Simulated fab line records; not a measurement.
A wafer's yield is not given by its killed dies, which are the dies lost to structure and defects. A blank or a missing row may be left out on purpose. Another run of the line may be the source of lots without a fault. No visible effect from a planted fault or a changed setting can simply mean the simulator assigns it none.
2 desks, one fault / flow sky130 / each desk has only its own numbers; what lay behind them comes last

== AT THE METROLOGY DESK ==
What the gauges read for every lot (on any tool): the sampled wafers with a number, averaged. The brackets show how far a lot's mean lies from the usual mean; more than 4 standard deviations puts the lot out of limits, marked OUT.
Columns: A = VIA3_W_THK at SKY_VIA3_THK_MEAS_23, usual 399 nm; B = PASSIVATION_CVD_02_THK at SKY_PASSIVATION_THK_MEAS_03, usual 540 nm
lot=L559; first seen here=day 40 00:56; A=387; B=547
lot=L561; first seen here=day 40 11:16; A=395; B=541
lot=L565; first seen here=day 41 16:40; A=392; B=539
lot=L564; first seen here=day 41 17:02; A=406; B=533
lot=L566; first seen here=day 42 01:50; A=385; B=542
lot=L572; first seen here=day 43 09:50; A=405; B=550
lot=L571; first seen here=day 43 13:18; A=408; B=523
lot=L574; first seen here=day 44 07:59; A=393; B=543
lot=L576; first seen here=day 44 22:02; A=407; B=543
lot=L577; first seen here=day 44 22:25; A=408; B=538
Finding of this desk: none of the 10 lots has anything out of limits.

== AT THE TOOL OWNER'S DESK: pecvd-01 ==
The tool's own readings at SKY_PASSIVATION_CVD_02 (deposits Si3N4, target thk 540 nm): means of the sampled wafers that have a number, for each lot that ran on this tool. The brackets show how far a lot's mean lies from the usual mean; more than 4 standard deviations puts the lot out of limits, marked OUT.
Columns: A = heater-power-w at SKY_PASSIVATION_CVD_02, usual 736 W; B = rf-fwd-power-W at SKY_PASSIVATION_CVD_02, usual 449.1 W
lot=L559; first seen here=day 44 03:31; A=706; B=449.2
lot=L561; first seen here=day 44 12:43; A=716; B=448.6
lot=L564; first seen here=day 45 16:26; A=727; B=448.6
lot=L566; first seen here=day 46 01:08; A=683; B=450.0
lot=L571; first seen here=day 47 07:22; A=713; B=425.1 (-17) OUT
This desk finds L571 out of limits, L571 being first, at day 47 07:22 (rf-fwd-power-W at SKY_PASSIVATION_CVD_02). L559, L561, L564, L566: within limits.

== TAKEN TOGETHER ==
An alarm could have come from the tool owner's desk at day 47 07:22, on L571.
Metrology desk: nothing out of limits seen.
The metrology desk holds a record of L571, inside its limits.
Of the lots named, all ran SKY_PASSIVATION_CVD_02 on pecvd-01.

== WHAT THE SIMULATOR HAD PUT IN ==
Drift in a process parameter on pecvd-01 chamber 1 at SKY_PASSIVATION_CVD_02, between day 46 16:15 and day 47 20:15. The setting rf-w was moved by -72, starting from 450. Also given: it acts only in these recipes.
Lots struck among those shown: L571.
How many hours passed from the start of the fault until each desk's first out-of-limits reading: the tool owner's desk, 15.
